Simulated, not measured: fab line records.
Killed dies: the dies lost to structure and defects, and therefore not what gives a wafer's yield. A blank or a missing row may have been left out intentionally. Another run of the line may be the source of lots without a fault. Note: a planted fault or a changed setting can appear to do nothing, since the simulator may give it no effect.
Split-lot trial -- flow sky130 -- route with 708 steps; 5 lots, 23 wafers read

ABOUT THE SPLIT
At SKY_LOCAL_INTERCONNECT_METAL_ETCH_14 (etches TiN in Cl2/BCl3, stops on PSG, target depth 110 nm, time 31.4 s), the setting icp_w was moved away from the recipe's 900 W on 4 of the 23 wafers read, by -11.9% to +8.1%. The other wafers ran this setting at the recipe's value.

Reading taken at the split's own step.

THE READING
KrF-thick_of_LOCAL_INTERCONNECT_COAT_06.thk_nm (the simulator's own value, which no gauge read), in nm, at SKY_LOCAL_INTERCONNECT_METAL_ETCH_14 (etches TiN in Cl2/BCl3, stops on PSG, target depth 110 nm, time 31.4 s). No usual value for it is given in the file. Average 348.4 nm, standard deviation 3 nm, over the 19 wafers here run with the recipe.

wafer,"tool, chamber at the split","icp_w as run, W",against the recipe,"KrF-thick_of_LOCAL_INTERCONNECT_COAT_06.thk_nm, nm",against lot-mates on the recipe
L077.1,"rie_metal-03, 0",793.1,-11.9%,352.3,+4.1
L077.2,"rie_metal-03, 0",900,recipe,347,-
L077.3,"rie_metal-03, 0",900,recipe,348.7,-
L077.4,"rie_metal-03, 0",900,recipe,348.8,-
L077.5,"rie_metal-03, 0",793.1,-11.9%,351.4,+3.2
L079.1,"rie_metal-01, 1",900,recipe,353.1,-
L079.2,"rie_metal-01, 0",900,recipe,351.9,-
L079.3,"rie_metal-01, 1,0",900,recipe,352.3,-
L079.4,"rie_metal-01, 1,0",900,recipe,352.3,-
L079.5,"rie_metal-01, 0",900,recipe,352.9,-
L080.2,"rie_metal-02, 1",972.8,+8.1%,339.1,-4.0
L080.3,"rie_metal-02, 0",900,recipe,342.2,-
L080.4,"rie_metal-02, 1",972.8,+8.1%,340.3,-2.8
L080.5,"rie_metal-02, 1",900,recipe,344.1,-
L080.6,"rie_metal-02, 0",900,recipe,343,-
L083.1,"rie_metal-03, 1",900,recipe,347.6,-
L083.3,"rie_metal-03, 0",900,recipe,347.1,-
L083.4,"rie_metal-03, 1",900,recipe,348.2,-
L083.5,"rie_metal-03, 0",900,recipe,348,-
L083.6,"rie_metal-03, 1",900,recipe,348.5,-
L085.1,"rie_metal-02, 1",900,recipe,347.6,-
L085.2,"rie_metal-02, 0",900,recipe,348.3,-
L085.4,"rie_metal-02, 1",900,recipe,348.8,-
The file does not say which wafer passed through which chamber wherever a row lists several chambers: such a row stands for several wafers.

THE FIT
A straight line over all 23 wafers: KrF-thick_of_LOCAL_INTERCONNECT_COAT_06.thk_nm changes by -0.55 nm for each +1% of icp_w; r = -0.60; the points scatter about the line by 3.3 nm.
The same after taking each lot's own level away (the mean of its wafers on the recipe; 23 wafers): -0.347 nm for each +1%; r = -0.92; scatter 0.65 nm.
That fit puts the effect of the largest move of icp_w on the reading at 4.1 nm.
Measured against the standard deviation above, the lots' own levels, which go from 343.10 to 352.50 nm, span 3.1 times it.
So the lot-to-lot level blurs the effect unless lot-mates are compared.
Check: with one of the wafers moved furthest among these (-11.9%) left out of the fit, the line predicts +3.97 nm for it against its lot-mates. Against them it came out at +4.13 nm.

FILE'S OWN FIT
KrF-thick_of_LOCAL_INTERCONNECT_COAT_06.thk_nm changes by -0.34 nm for each +1% of icp_w, r = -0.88.
